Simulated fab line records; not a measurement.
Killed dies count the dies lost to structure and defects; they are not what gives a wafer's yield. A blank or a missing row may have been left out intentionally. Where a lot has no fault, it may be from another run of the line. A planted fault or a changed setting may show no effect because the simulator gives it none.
fab line records / flow sky130
record lots=13 wafers=39 lastDay=50
route steps=708 shown NWELL@65 LI_CONTACT@375 METAL1@436 VIA1@471 PAD_OPEN@708
lots that met no fault: from a run of the same line without faults
startH: the number of hours between the record's first day and the start of the first shown wafer of the lot / waitH: hours from the lot's prior step to this one / " as in the row above / L1.1+2: one row covering several wafers at once / - either no value or no given start / * or withheld: withheld / < > ~ a bound
route shown NAME@n: NAME is a module with steps in the file, n the number in the route of the first one / usual: average and standard deviation across the fault-free wafers / same: alike in all rows / chamber/n: place in a boat / sites: per-site readings / _std_site: the standard deviation of these / _edge_site: outer sites' mean less inner sites' / radiusMm: for every site, how far away it sits from the centre of the wafer / mask NAME#n: copy n / behind: the most recent tool/chamber to have shaped the wafer / hold: reason for holding the lot/hours on hold/outcome of the hold / device: which transistor (n, p or np) failed to switch / end of line: tests run on the same wafers once the route is complete / a step with no rows: only its recipe / killed: dies lost to structure and defects at the first sort, not the wafer's yield / map: per-die view of a wafer (x killed, . not killed, _ where there is no die)
set.NAME: setting as actually run; set.NAME@STEP: the setting as run at that earlier step / model.NAME: the simulator's own value behind a step, which no gauge read
one table for each step of the route and one row for each wafer, over a sample of lots
services: the hour from which a tool's chamber was out of use, counted from the record's first day as startH (under 0 if before that day), plus the number of hours and why
## steps
# step SKY_NWELL_IMPLANT_12
# recipe species=P energyKev=120 doseCm2=1.3e+12 tiltDeg=withheld
# same implantIonAmu=31
lot.wafer=L480.2+5+6 tool=implanter-02 chamber=0 startH=84.91 waitH=0.1
lot.wafer=L482.1+2+3 tool=implanter-03 chamber=0 startH=93.90 waitH=0.1
lot.wafer=L483.1+2+4 tool=implanter-03 chamber=0 startH=101.61 waitH=0.1
lot.wafer=L484.1+4+6 tool=implanter-04 chamber=0 startH=119.31 waitH=0.1
lot.wafer=L486.1+3+5 tool=implanter-04 chamber=0 startH=122.41 waitH=0.1
lot.wafer=L488.1+2+5 tool=implanter-04 chamber=0 startH=132.19 waitH=0.1
lot.wafer=L490.2+4+6 tool=implanter-03 chamber=0 startH=143.03 waitH=0.1
lot.wafer=L491.1+2+4 tool=implanter-04 chamber=0 startH=149.74 waitH=0.1
lot.wafer=L491.1+2+4 tool=implanter-04 chamber=0 startH=150.05 waitH=0.3
lot.wafer=L492.1+2+4 tool=implanter-04 chamber=0 startH=156.95 waitH=0.1
lot.wafer=L495.2+3+6 tool=implanter-03 chamber=0 startH=172.48 waitH=0.1
lot.wafer=L495.2+3+6 tool=implanter-03 chamber=0 startH=172.79 waitH=0.3
lot.wafer=L500.1+2+4 tool=implanter-04 chamber=0 startH=200.84 waitH=0.1
lot.wafer=L499.1+4+5 tool=implanter-03 chamber=0 startH=201.21 waitH=0.1
lot.wafer=L499.1+4+5 tool=implanter-03 chamber=0 startH=201.52 waitH=0.3
lot.wafer=L501.1+4+5 tool=implanter-03 chamber=0 startH=216.56 waitH=0.1
# step SKY_NWELL_RS_MEAS_29
# recipe thkMeasGauge=four-point-probe
# usual NWELL_RS=624.9/1.5
lot.wafer=L480.2 tool=filmMetro-02 chamber=- startH=102.89 waitH=0.1 NWELL_RS[ohm/sq]=624.2
lot.wafer=L480.5 tool=filmMetro-02 chamber=- startH=102.89 waitH=0.1 NWELL_RS[ohm/sq]=623.3
lot.wafer=L480.6 tool=filmMetro-02 chamber=- startH=102.89 waitH=0.1 NWELL_RS[ohm/sq]=625.4
lot.wafer=L482.1 tool=filmMetro-02 chamber=- startH=112.80 waitH=0.1 NWELL_RS[ohm/sq]=625.5
lot.wafer=L482.2 tool=filmMetro-02 chamber=- startH=112.80 waitH=0.1 NWELL_RS[ohm/sq]=624.6
lot.wafer=L482.3 tool=filmMetro-02 chamber=- startH=112.80 waitH=0.1 NWELL_RS[ohm/sq]=624.0
lot.wafer=L483.1 tool=filmMetro-02 chamber=- startH=120.75 waitH=0.1 NWELL_RS[ohm/sq]=622.7
lot.wafer=L483.2 tool=filmMetro-02 chamber=- startH=120.75 waitH=0.1 NWELL_RS[ohm/sq]=623.5
lot.wafer=L483.4 tool=filmMetro-02 chamber=- startH=120.75 waitH=0.1 NWELL_RS[ohm/sq]=625.1
lot.wafer=L484.1 tool=filmMetro-02 chamber=- startH=138.47 waitH=0.1 NWELL_RS[ohm/sq]=623.2
lot.wafer=L484.4 tool=filmMetro-02 chamber=- startH=138.47 waitH=0.1 NWELL_RS[ohm/sq]=625.5
lot.wafer=L484.6 tool=filmMetro-02 chamber=- startH=138.47 waitH=0.1 NWELL_RS[ohm/sq]=626.7
lot.wafer=L486.1 tool=filmMetro-03 chamber=- startH=142.56 waitH=0.1 NWELL_RS[ohm/sq]=625.5
lot.wafer=L486.3 tool=filmMetro-03 chamber=- startH=142.56 waitH=0.1 NWELL_RS[ohm/sq]=624.2
lot.wafer=L486.5 tool=filmMetro-03 chamber=- startH=142.56 waitH=0.1 NWELL_RS[ohm/sq]=623.4
lot.wafer=L488.1 tool=filmMetro-03 chamber=- startH=152.31 waitH=0.1 NWELL_RS[ohm/sq]=625.3
lot.wafer=L488.2 tool=filmMetro-03 chamber=- startH=152.31 waitH=0.1 NWELL_RS[ohm/sq]=626.4
lot.wafer=L488.5 tool=filmMetro-03 chamber=- startH=152.31 waitH=0.1 NWELL_RS[ohm/sq]=625.8
lot.wafer=L490.2 tool=filmMetro-03 chamber=- startH=162.73 waitH=0.1 NWELL_RS[ohm/sq]=625.2
lot.wafer=L490.4 tool=filmMetro-03 chamber=- startH=162.73 waitH=0.1 NWELL_RS[ohm/sq]=624.9
lot.wafer=L490.6 tool=filmMetro-03 chamber=- startH=162.73 waitH=0.1 NWELL_RS[ohm/sq]=623.8
lot.wafer=L491.1 tool=filmMetro-03 chamber=- startH=170.15 waitH=0.2 NWELL_RS[ohm/sq]=590.2
lot.wafer=L491.2 tool=filmMetro-03 chamber=- startH=170.15 waitH=0.2 NWELL_RS[ohm/sq]=591.8
lot.wafer=L491.4 tool=filmMetro-03 chamber=- startH=170.15 waitH=0.2 NWELL_RS[ohm/sq]=593.1
lot.wafer=L492.1 tool=filmMetro-02 chamber=- startH=177.50 waitH=0.1 NWELL_RS[ohm/sq]=626.0
lot.wafer=L492.2 tool=filmMetro-02 chamber=- startH=177.50 waitH=0.1 NWELL_RS[ohm/sq]=621.9
lot.wafer=L492.4 tool=filmMetro-02 chamber=- startH=177.50 waitH=0.1 NWELL_RS[ohm/sq]=624.6
lot.wafer=L495.2 tool=filmMetro-03 chamber=- startH=193.54 waitH=0.1 NWELL_RS[ohm/sq]=593.5
lot.wafer=L495.3 tool=filmMetro-03 chamber=- startH=193.54 waitH=0.1 NWELL_RS[ohm/sq]=592.5
lot.wafer=L495.6 tool=filmMetro-03 chamber=- startH=193.54 waitH=0.1 NWELL_RS[ohm/sq]=593.2
lot.wafer=L500.1 tool=filmMetro-01 chamber=- startH=223.57 waitH=0.1 NWELL_RS[ohm/sq]=626.4
lot.wafer=L500.2 tool=filmMetro-01 chamber=- startH=223.57 waitH=0.1 NWELL_RS[ohm/sq]=625.6
lot.wafer=L500.4 tool=filmMetro-01 chamber=- startH=223.57 waitH=0.1 NWELL_RS[ohm/sq]=624.1
lot.wafer=L499.1 tool=filmMetro-03 chamber=- startH=223.77 waitH=0.1 NWELL_RS[ohm/sq]=593.4
lot.wafer=L499.4 tool=filmMetro-03 chamber=- startH=223.77 waitH=0.1 NWELL_RS[ohm/sq]=593.0
lot.wafer=L499.5 tool=filmMetro-03 chamber=- startH=223.77 waitH=0.1 NWELL_RS[ohm/sq]=593.8
lot.wafer=L501.1 tool=filmMetro-02 chamber=- startH=239.41 waitH=0.2 NWELL_RS[ohm/sq]=623.2
lot.wafer=L501.4 tool=filmMetro-02 chamber=- startH=239.41 waitH=0.2 NWELL_RS[ohm/sq]=623.6
lot.wafer=L501.5 tool=filmMetro-02 chamber=- startH=239.41 waitH=0.2 NWELL_RS[ohm/sq]=624.1
# step SKY_LI_CONTACT_OVL_MEAS_13
# usual LI_CONTACT_OVL=-2/5.5
lot.wafer=L480.2 tool=overlay-02 chamber=- startH=665.39 waitH=0.1 LI_CONTACT_OVL[nm]=1
lot.wafer=L480.5 tool=overlay-02 chamber=- startH=665.39 waitH=0.1 LI_CONTACT_OVL[nm]=0
lot.wafer=L480.6 tool=overlay-02 chamber=- startH=665.39 waitH=0.1 LI_CONTACT_OVL[nm]=0
lot.wafer=L482.1 tool=overlay-01 chamber=- startH=684.28 waitH=0.1 LI_CONTACT_OVL[nm]=-5
lot.wafer=L482.2 tool=overlay-01 chamber=- startH=684.28 waitH=0.1 LI_CONTACT_OVL[nm]=-9
lot.wafer=L482.3 tool=overlay-01 chamber=- startH=684.28 waitH=0.1 LI_CONTACT_OVL[nm]=-4
lot.wafer=L483.1 tool=overlay-02 chamber=- startH=692.29 waitH=0.1 LI_CONTACT_OVL[nm]=-2
lot.wafer=L483.2 tool=overlay-02 chamber=- startH=692.29 waitH=0.1 LI_CONTACT_OVL[nm]=-8
lot.wafer=L483.4 tool=overlay-02 chamber=- startH=692.29 waitH=0.1 LI_CONTACT_OVL[nm]=1
lot.wafer=L484.1 tool=overlay-02 chamber=- startH=719.92 waitH=0.1 LI_CONTACT_OVL[nm]=8
lot.wafer=L484.4 tool=overlay-02 chamber=- startH=719.92 waitH=0.1 LI_CONTACT_OVL[nm]=-1
lot.wafer=L484.6 tool=overlay-02 chamber=- startH=719.92 waitH=0.1 LI_CONTACT_OVL[nm]=5
lot.wafer=L486.1 tool=overlay-02 chamber=- startH=728.54 waitH=0.1 LI_CONTACT_OVL[nm]=9
lot.wafer=L486.3 tool=overlay-02 chamber=- startH=728.54 waitH=0.1 LI_CONTACT_OVL[nm]=6
lot.wafer=L486.5 tool=overlay-02 chamber=- startH=728.54 waitH=0.1 LI_CONTACT_OVL[nm]=8
lot.wafer=L488.1 tool=overlay-01 chamber=- startH=738.24 waitH=0.1 LI_CONTACT_OVL[nm]=-8
lot.wafer=L488.2 tool=overlay-01 chamber=- startH=738.24 waitH=0.1 LI_CONTACT_OVL[nm]=1
lot.wafer=L488.5 tool=overlay-01 chamber=- startH=738.24 waitH=0.1 LI_CONTACT_OVL[nm]=-8
lot.wafer=L490.2 tool=overlay-01 chamber=- startH=756.27 waitH=0.1 LI_CONTACT_OVL[nm]=6
lot.wafer=L490.4 tool=overlay-01 chamber=- startH=756.27 waitH=0.1 LI_CONTACT_OVL[nm]=6
lot.wafer=L490.6 tool=overlay-01 chamber=- startH=756.27 waitH=0.1 LI_CONTACT_OVL[nm]=0
lot.wafer=L491.1 tool=overlay-02 chamber=- startH=768.68 waitH=0.1 LI_CONTACT_OVL[nm]=-8
lot.wafer=L491.2 tool=overlay-02 chamber=- startH=768.68 waitH=0.1 LI_CONTACT_OVL[nm]=7
lot.wafer=L491.4 tool=overlay-02 chamber=- startH=768.68 waitH=0.1 LI_CONTACT_OVL[nm]=2
lot.wafer=L492.1 tool=overlay-02 chamber=- startH=771.83 waitH=0.1 LI_CONTACT_OVL[nm]=-4
lot.wafer=L492.2 tool=overlay-02 chamber=- startH=771.83 waitH=0.1 LI_CONTACT_OVL[nm]=-16
lot.wafer=L492.4 tool=overlay-02 chamber=- startH=771.83 waitH=0.1 LI_CONTACT_OVL[nm]=-11
lot.wafer=L495.2 tool=overlay-01 chamber=- startH=791.69 waitH=0.1 LI_CONTACT_OVL[nm]=0
lot.wafer=L495.3 tool=overlay-01 chamber=- startH=791.69 waitH=0.1 LI_CONTACT_OVL[nm]=-2
lot.wafer=L495.6 tool=overlay-01 chamber=- startH=791.69 waitH=0.1 LI_CONTACT_OVL[nm]=-3
lot.wafer=L500.1 tool=overlay-02 chamber=- startH=825.12 waitH=0.1 LI_CONTACT_OVL[nm]=-9
lot.wafer=L500.2 tool=overlay-02 chamber=- startH=825.12 waitH=0.1 LI_CONTACT_OVL[nm]=-5
lot.wafer=L500.4 tool=overlay-02 chamber=- startH=825.12 waitH=0.1 LI_CONTACT_OVL[nm]=-6
lot.wafer=L499.1 tool=overlay-01 chamber=- startH=835.12 waitH=0.1 LI_CONTACT_OVL[nm]=-3
lot.wafer=L499.4 tool=overlay-01 chamber=- startH=835.12 waitH=0.1 LI_CONTACT_OVL[nm]=-7
lot.wafer=L499.5 tool=overlay-01 chamber=- startH=835.12 waitH=0.1 LI_CONTACT_OVL[nm]=-3
lot.wafer=L501.1 tool=overlay-02 chamber=- startH=848.73 waitH=0.1 LI_CONTACT_OVL[nm]=-5
lot.wafer=L501.4 tool=overlay-02 chamber=- startH=848.73 waitH=0.1 LI_CONTACT_OVL[nm]=-8
lot.wafer=L501.5 tool=overlay-02 chamber=- startH=848.73 waitH=0.1 LI_CONTACT_OVL[nm]=3
# step SKY_METAL1_SPUTTER_02
# recipe material=AlCu targetThkNm=250 powerW=10600 timeS=13.3 chamberPressurePa=0.4
# usual throttleValvePct=30.0/0.94
lot.wafer=L480.2 tool=pvdSputter-02 chamber=- startH=724.68 waitH=0.0 throttleValvePct=29.4
lot.wafer=L480.5 tool=pvdSputter-02 chamber=- startH=724.68 waitH=0.0 throttleValvePct=29.4
lot.wafer=L480.6 tool=pvdSputter-02 chamber=- startH=724.68 waitH=0.0 throttleValvePct=29.9
lot.wafer=L482.1 tool=pvdSputter-04 chamber=- startH=743.12 waitH=0.0 throttleValvePct=31.8
lot.wafer=L482.2 tool=pvdSputter-04 chamber=- startH=743.12 waitH=0.0 throttleValvePct=30.0
lot.wafer=L482.3 tool=pvdSputter-04 chamber=- startH=743.12 waitH=0.0 throttleValvePct=30.4
lot.wafer=L483.1 tool=pvdSputter-03 chamber=- startH=750.02 waitH=0.0 throttleValvePct=29.5
lot.wafer=L483.2 tool=pvdSputter-03 chamber=- startH=750.02 waitH=0.0 throttleValvePct=29.4
lot.wafer=L483.4 tool=pvdSputter-03 chamber=- startH=750.02 waitH=0.0 throttleValvePct=29.1
lot.wafer=L484.1 tool=pvdSputter-03 chamber=- startH=777.73 waitH=0.0 throttleValvePct=29.2
lot.wafer=L484.4 tool=pvdSputter-03 chamber=- startH=777.73 waitH=0.0 throttleValvePct=29.4
lot.wafer=L484.6 tool=pvdSputter-03 chamber=- startH=777.73 waitH=0.0 throttleValvePct=29.5
lot.wafer=L486.1 tool=pvdSputter-04 chamber=- startH=787.67 waitH=0.0 throttleValvePct=29.9
lot.wafer=L486.3 tool=pvdSputter-04 chamber=- startH=787.67 waitH=0.0 throttleValvePct=31.8
lot.wafer=L486.5 tool=pvdSputter-04 chamber=- startH=787.67 waitH=0.0 throttleValvePct=29.9
lot.wafer=L488.1 tool=pvdSputter-02 chamber=- startH=796.58 waitH=0.0 throttleValvePct=30.0
lot.wafer=L488.2 tool=pvdSputter-02 chamber=- startH=796.58 waitH=0.0 throttleValvePct=29.5
lot.wafer=L488.5 tool=pvdSputter-02 chamber=- startH=796.58 waitH=0.0 throttleValvePct=29.8
lot.wafer=L490.2 tool=pvdSputter-02 chamber=- startH=814.15 waitH=0.0 throttleValvePct=29.6
lot.wafer=L490.4 tool=pvdSputter-02 chamber=- startH=814.15 waitH=0.0 throttleValvePct=28.5
lot.wafer=L490.6 tool=pvdSputter-02 chamber=- startH=814.15 waitH=0.0 throttleValvePct=29.4
lot.wafer=L491.1 tool=pvdSputter-04 chamber=- startH=826.41 waitH=0.0 throttleValvePct=30.7
lot.wafer=L491.2 tool=pvdSputter-04 chamber=- startH=826.41 waitH=0.0 throttleValvePct=32.1
lot.wafer=L491.4 tool=pvdSputter-04 chamber=- startH=826.41 waitH=0.0 throttleValvePct=29.6
lot.wafer=L492.1 tool=pvdSputter-02 chamber=- startH=828.89 waitH=0.0 throttleValvePct=29.4
lot.wafer=L492.2 tool=pvdSputter-02 chamber=- startH=828.89 waitH=0.0 throttleValvePct=29.5
lot.wafer=L492.4 tool=pvdSputter-02 chamber=- startH=828.89 waitH=0.0 throttleValvePct=31.4
lot.wafer=L495.2 tool=pvdSputter-03 chamber=- startH=847.18 waitH=0.0 throttleValvePct=29.9
lot.wafer=L495.3 tool=pvdSputter-03 chamber=- startH=847.18 waitH=0.0 throttleValvePct=29.2
lot.wafer=L495.6 tool=pvdSputter-03 chamber=- startH=847.18 waitH=0.0 throttleValvePct=29.0
lot.wafer=L500.1 tool=pvdSputter-03 chamber=- startH=880.59 waitH=0.0 throttleValvePct=30.0
lot.wafer=L500.2 tool=pvdSputter-03 chamber=- startH=880.59 waitH=0.0 throttleValvePct=29.3
lot.wafer=L500.4 tool=pvdSputter-03 chamber=- startH=880.59 waitH=0.0 throttleValvePct=29.4
lot.wafer=L499.1 tool=pvdSputter-02 chamber=- startH=889.18 waitH=0.0 throttleValvePct=29.2
lot.wafer=L499.4 tool=pvdSputter-02 chamber=- startH=889.18 waitH=0.0 throttleValvePct=29.0
lot.wafer=L499.5 tool=pvdSputter-02 chamber=- startH=889.18 waitH=0.0 throttleValvePct=31.7
lot.wafer=L501.1 tool=pvdSputter-04 chamber=- startH=903.91 waitH=0.0 throttleValvePct=30.9
lot.wafer=L501.4 tool=pvdSputter-04 chamber=- startH=903.91 waitH=0.0 throttleValvePct=29.8
lot.wafer=L501.5 tool=pvdSputter-04 chamber=- startH=903.91 waitH=0.0 throttleValvePct=32.0
# step SKY_VIA1_OVL_MEAS_13
# usual VIA1_OVL=3/4.8
lot.wafer=L480.2 tool=overlay-01 chamber=- startH=780.92 waitH=0.1 VIA1_OVL[nm]=-3
lot.wafer=L480.5 tool=overlay-01 chamber=- startH=780.92 waitH=0.1 VIA1_OVL[nm]=1
lot.wafer=L480.6 tool=overlay-01 chamber=- startH=780.92 waitH=0.1 VIA1_OVL[nm]=7
lot.wafer=L482.1 tool=overlay-02 chamber=- startH=798.98 waitH=0.1 VIA1_OVL[nm]=1
lot.wafer=L482.2 tool=overlay-02 chamber=- startH=798.98 waitH=0.1 VIA1_OVL[nm]=2
lot.wafer=L482.3 tool=overlay-02 chamber=- startH=798.98 waitH=0.1 VIA1_OVL[nm]=1
lot.wafer=L483.1 tool=overlay-02 chamber=- startH=806.54 waitH=0.1 VIA1_OVL[nm]=2
lot.wafer=L483.2 tool=overlay-02 chamber=- startH=806.54 waitH=0.1 VIA1_OVL[nm]=-7
lot.wafer=L483.4 tool=overlay-02 chamber=- startH=806.54 waitH=0.1 VIA1_OVL[nm]=-5
lot.wafer=L484.1 tool=overlay-01 chamber=- startH=831.84 waitH=0.1 VIA1_OVL[nm]=-1
lot.wafer=L484.4 tool=overlay-01 chamber=- startH=831.84 waitH=0.1 VIA1_OVL[nm]=-5
lot.wafer=L484.6 tool=overlay-01 chamber=- startH=831.84 waitH=0.1 VIA1_OVL[nm]=-6
lot.wafer=L486.1 tool=overlay-01 chamber=- startH=844.64 waitH=0.1 VIA1_OVL[nm]=3
lot.wafer=L486.3 tool=overlay-01 chamber=- startH=844.64 waitH=0.1 VIA1_OVL[nm]=-2
lot.wafer=L486.5 tool=overlay-01 chamber=- startH=844.64 waitH=0.1 VIA1_OVL[nm]=8
lot.wafer=L488.1 tool=overlay-01 chamber=- startH=849.89 waitH=0.1 VIA1_OVL[nm]=2
lot.wafer=L488.2 tool=overlay-01 chamber=- startH=849.89 waitH=0.1 VIA1_OVL[nm]=7
lot.wafer=L488.5 tool=overlay-01 chamber=- startH=849.89 waitH=0.1 VIA1_OVL[nm]=1
lot.wafer=L490.2 tool=overlay-02 chamber=- startH=867.02 waitH=0.1 VIA1_OVL[nm]=5
lot.wafer=L490.4 tool=overlay-02 chamber=- startH=867.02 waitH=0.1 VIA1_OVL[nm]=6
lot.wafer=L490.6 tool=overlay-02 chamber=- startH=867.02 waitH=0.1 VIA1_OVL[nm]=14
lot.wafer=L491.1 tool=overlay-02 chamber=- startH=879.39 waitH=0.1 VIA1_OVL[nm]=1
lot.wafer=L491.2 tool=overlay-02 chamber=- startH=879.39 waitH=0.1 VIA1_OVL[nm]=4
lot.wafer=L491.4 tool=overlay-02 chamber=- startH=879.39 waitH=0.1 VIA1_OVL[nm]=12
lot.wafer=L492.1 tool=overlay-01 chamber=- startH=881.08 waitH=0.1 VIA1_OVL[nm]=1
lot.wafer=L492.2 tool=overlay-01 chamber=- startH=881.08 waitH=0.1 VIA1_OVL[nm]=-10
lot.wafer=L492.4 tool=overlay-01 chamber=- startH=881.08 waitH=0.1 VIA1_OVL[nm]=-2
lot.wafer=L495.2 tool=overlay-02 chamber=- startH=899.22 waitH=0.1 VIA1_OVL[nm]=9
lot.wafer=L495.3 tool=overlay-02 chamber=- startH=899.22 waitH=0.1 VIA1_OVL[nm]=-1
lot.wafer=L495.6 tool=overlay-02 chamber=- startH=899.22 waitH=0.1 VIA1_OVL[nm]=3
lot.wafer=L500.1 tool=overlay-01 chamber=- startH=932.34 waitH=0.1 VIA1_OVL[nm]=4
lot.wafer=L500.2 tool=overlay-01 chamber=- startH=932.34 waitH=0.1 VIA1_OVL[nm]=4
lot.wafer=L500.4 tool=overlay-01 chamber=- startH=932.34 waitH=0.1 VIA1_OVL[nm]=2
lot.wafer=L499.1 tool=overlay-01 chamber=- startH=942.02 waitH=0.1 VIA1_OVL[nm]=3
lot.wafer=L499.4 tool=overlay-01 chamber=- startH=942.02 waitH=0.1 VIA1_OVL[nm]=15
lot.wafer=L499.5 tool=overlay-01 chamber=- startH=942.02 waitH=0.1 VIA1_OVL[nm]=3
lot.wafer=L501.1 tool=overlay-02 chamber=- startH=955.04 waitH=0.1 VIA1_OVL[nm]=-4
lot.wafer=L501.4 tool=overlay-02 chamber=- startH=955.04 waitH=0.1 VIA1_OVL[nm]=-4
lot.wafer=L501.5 tool=overlay-02 chamber=- startH=955.04 waitH=0.1 VIA1_OVL[nm]=2
# step SKY_PAD_OPEN_PROBE_99
# usual killed_at_M0_to_M3=44/6.9 killed_at_M4_up=3.0/1.5 killedAtContacts=24/5.2 killedAtFrontEnd=15/4.1 killedAtOther=0.4/0.62 killedDies=87/9.6 killedOnRim=17/3.8 killedOpen=47/7 killedShort=40/6.2
# same grossDies=492 killedAtBackSide=0
lot.wafer=L484.1 tool=prober-01 chamber=- startH=1103.57 waitH=0.1 killed_at_M0_to_M3=40 killed_at_M4_up=3 killedAtContacts=23 killedAtFrontEnd=15 killedAtOther=1 killedDies=82 killedOnRim=12 killedOpen=47 killedShort=34
lot.wafer=L484.4 tool=prober-01 chamber=- startH=1103.72 waitH=0.2 killed_at_M0_to_M3=39 killed_at_M4_up=1 killedAtContacts=20 killedAtFrontEnd=14 killedAtOther=1 killedDies=75 killedOnRim=16 killedOpen=46 killedShort=29
lot.wafer=L484.6 tool=prober-01 chamber=- startH=1103.82 waitH=0.2 killed_at_M0_to_M3=45 killed_at_M4_up=6 killedAtContacts=20 killedAtFrontEnd=20 killedAtOther=1 killedDies=92 killedOnRim=17 killedOpen=53 killedShort=36
lot.wafer=L490.2 tool=prober-01 chamber=- startH=1133.16 waitH=0.1 killed_at_M0_to_M3=44 killed_at_M4_up=3 killedAtContacts=26 killedAtFrontEnd=11 killedAtOther=0 killedDies=84 killedOnRim=16 killedOpen=46 killedShort=38
lot.wafer=L490.4 tool=prober-01 chamber=- startH=1133.26 waitH=0.2 killed_at_M0_to_M3=49 killed_at_M4_up=2 killedAtContacts=30 killedAtFrontEnd=14 killedAtOther=0 killedDies=95 killedOnRim=20 killedOpen=57 killedShort=38
lot.wafer=L490.6 tool=prober-01 chamber=- startH=1133.36 waitH=0.2 killed_at_M0_to_M3=47 killed_at_M4_up=2 killedAtContacts=25 killedAtFrontEnd=13 killedAtOther=0 killedDies=87 killedOnRim=18 killedOpen=45 killedShort=42
lot.wafer=L491.1 tool=prober-02 chamber=- startH=1141.23 waitH=0.1 killed_at_M0_to_M3=43 killed_at_M4_up=6 killedAtContacts=25 killedAtFrontEnd=12 killedAtOther=0 killedDies=86 killedOnRim=13 killedOpen=36 killedShort=49
lot.wafer=L491.2 tool=prober-02 chamber=- startH=1141.28 waitH=0.1 killed_at_M0_to_M3=48 killed_at_M4_up=3 killedAtContacts=24 killedAtFrontEnd=20 killedAtOther=1 killedDies=96 killedOnRim=17 killedOpen=54 killedShort=42
lot.wafer=L491.4 tool=prober-02 chamber=- startH=1141.38 waitH=0.2 killed_at_M0_to_M3=38 killed_at_M4_up=5 killedAtContacts=18 killedAtFrontEnd=17 killedAtOther=0 killedDies=78 killedOnRim=14 killedOpen=36 killedShort=42
# killed by level:class
L484.1 VIA1:geometricParticle:open=9 LI_CONTACT:geometricParticle:open=7 VIA3:geometricParticle:open=7 VIA2:geometricParticle:open=6 FIELD_ISO:geometricParticle:open=5 LI_CONTACT:geometricParticle:short=4 LOCAL_INTERCONNECT:geometricParticle:short=4 METAL1:geometricParticle:short=4
L484.4 VIA1:geometricParticle:open=8 VIA2:geometricParticle:open=8 LI_CONTACT:geometricParticle:open=7 FIELD_ISO:geometricParticle:open=6 CONTACT:geometricParticle:short=6 POLY_GATE:geometricParticle:open=5 VIA3:geometricParticle:open=5 VIA2:geometricParticle:short=4
L484.6 VIA1:geometricParticle:open=14 FIELD_ISO:geometricParticle:open=8 LI_CONTACT:geometricParticle:open=8 VIA2:geometricParticle:open=7 CONTACT:geometricParticle:open=7 METAL4:geometricParticle:short=6 VIA3:geometricParticle:short=5 CONTACT:geometricParticle:short=5
L490.2 CONTACT:geometricParticle:open=11 VIA1:geometricParticle:open=10 METAL2:geometricParticle:short=6 VIA3:geometricParticle:open=6 CONTACT:geometricParticle:short=5 VIA1:geometricParticle:short=5 VIA2:geometricParticle:open=5 SPACER:geometricParticle:open=4
L490.4 VIA1:geometricParticle:open=13 LI_CONTACT:geometricParticle:open=12 CONTACT:geometricParticle:open=7 CONTACT:geometricParticle:short=7 VIA3:geometricParticle:open=7 METAL2:geometricParticle:short=6 VIA2:geometricParticle:open=6 METAL1:geometricParticle:short=5
L490.6 VIA3:geometricParticle:open=12 VIA1:geometricParticle:open=9 CONTACT:geometricParticle:short=8 METAL2:geometricParticle:short=8 CONTACT:geometricParticle:open=7 LOCAL_INTERCONNECT:geometricParticle:short=5 VIA2:geometricParticle:open=5 FIELD_ISO:geometricParticle:short=4
L491.1 VIA1:geometricParticle:short=8 CONTACT:geometricParticle:open=7 VIA1:geometricParticle:open=7 VIA2:geometricParticle:open=6 FIELD_ISO:geometricParticle:short=5 LI_CONTACT:geometricParticle:open=5 LI_CONTACT:geometricParticle:short=5 METAL1:geometricParticle:short=5
L491.2 VIA1:geometricParticle:open=12 METAL1:geometricParticle:short=8 VIA3:geometricParticle:open=8 CONTACT:geometricParticle:short=7 CONTACT:geometricParticle:open=7 POLY_GATE:geometricParticle:short=5 LI_CONTACT:geometricParticle:open=5 VIA2:geometricParticle:open=5
L491.4 VIA1:geometricParticle:open=9 CONTACT:geometricParticle:open=8 METAL1:geometricParticle:short=6 FIELD_ISO:geometricParticle:short=5 VIA1:geometricParticle:short=5 FIELD_ISO:geometricParticle:open=4 LI_CONTACT:geometricParticle:open=4 METAL4:geometricParticle:short=4
## services
tool=pvdSputter-02 chamber=- startH=82.34 hours=1.2 kind=repair
tool=implanter-04 chamber=- startH=101.07 hours=3.1 kind=pm
tool=implanter-03 chamber=- startH=384.80 hours=2.5 kind=pm
tool=implanter-04 chamber=- startH=386.71 hours=2.2 kind=pm
tool=implanter-04 chamber=- startH=421.71 hours=7.7 kind=repair
tool=pvdSputter-02 chamber=- startH=434.32 hours=2.3 kind=repair
tool=pvdSputter-02 chamber=- startH=451.29 hours=12.1 kind=repair
tool=implanter-03 chamber=- startH=473.07 hours=1.2 kind=repair
tool=implanter-04 chamber=- startH=487.32 hours=2.7 kind=pm
tool=implanter-04 chamber=- startH=493.38 hours=13.6 kind=pm
tool=implanter-04 chamber=- startH=515.73 hours=1.7 kind=repair
tool=pvdSputter-02 chamber=- startH=546.09 hours=4.9 kind=repair
tool=implanter-04 chamber=- startH=576.45 hours=3.3 kind=repair
tool=implanter-04 chamber=- startH=626.87 hours=1.1 kind=repair
tool=pvdSputter-02 chamber=- startH=644.44 hours=0.7 kind=repair
tool=implanter-03 chamber=- startH=645.41 hours=5.5 kind=repair
tool=implanter-03 chamber=- startH=678.60 hours=6.2 kind=repair
tool=implanter-03 chamber=- startH=758.47 hours=8.3 kind=repair
tool=implanter-04 chamber=- startH=763.62 hours=3.2 kind=repair
tool=implanter-03 chamber=- startH=831.22 hours=1.4 kind=repair
tool=implanter-03 chamber=- startH=874.01 hours=6.4 kind=pm
tool=implanter-03 chamber=- startH=882.47 hours=1.9 kind=repair
tool=implanter-03 chamber=- startH=884.68 hours=0.7 kind=repair
tool=implanter-04 chamber=- startH=884.86 hours=0.9 kind=repair
## key
firstSign step=SKY_NWELL_IMPLANT_12 reading=visit direction=added
effect step=SKY_NWELL_RS_MEAS_29 reading=NWELL_RS direction=down sigmas=22 usual=624.9 struck=592.7
metAt SKY_NWELL_IMPLANT_12
struckLots L491,L495,L499
testerLeftOut L491,L495,L499
notActingAt SKY_LI_CONTACT_OVL_MEAS_13,SKY_METAL1_SPUTTER_02,SKY_VIA1_OVL_MEAS_13
fault kind=repeatedStepWhole tool=implanter-02,implanter-03,implanter-04 chamber=- onsetH=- steps=SKY_NWELL_IMPLANT_12 times=1 scope=struckLotsOnly
# testerLeftOut: of these lots the tester's yield and bins aren't shown, on N5 and GAA mostly nor the transistor test; their killed dies are dies lost to structure and defects alone, not to doping, threshold or leakage, so they don't give the yield
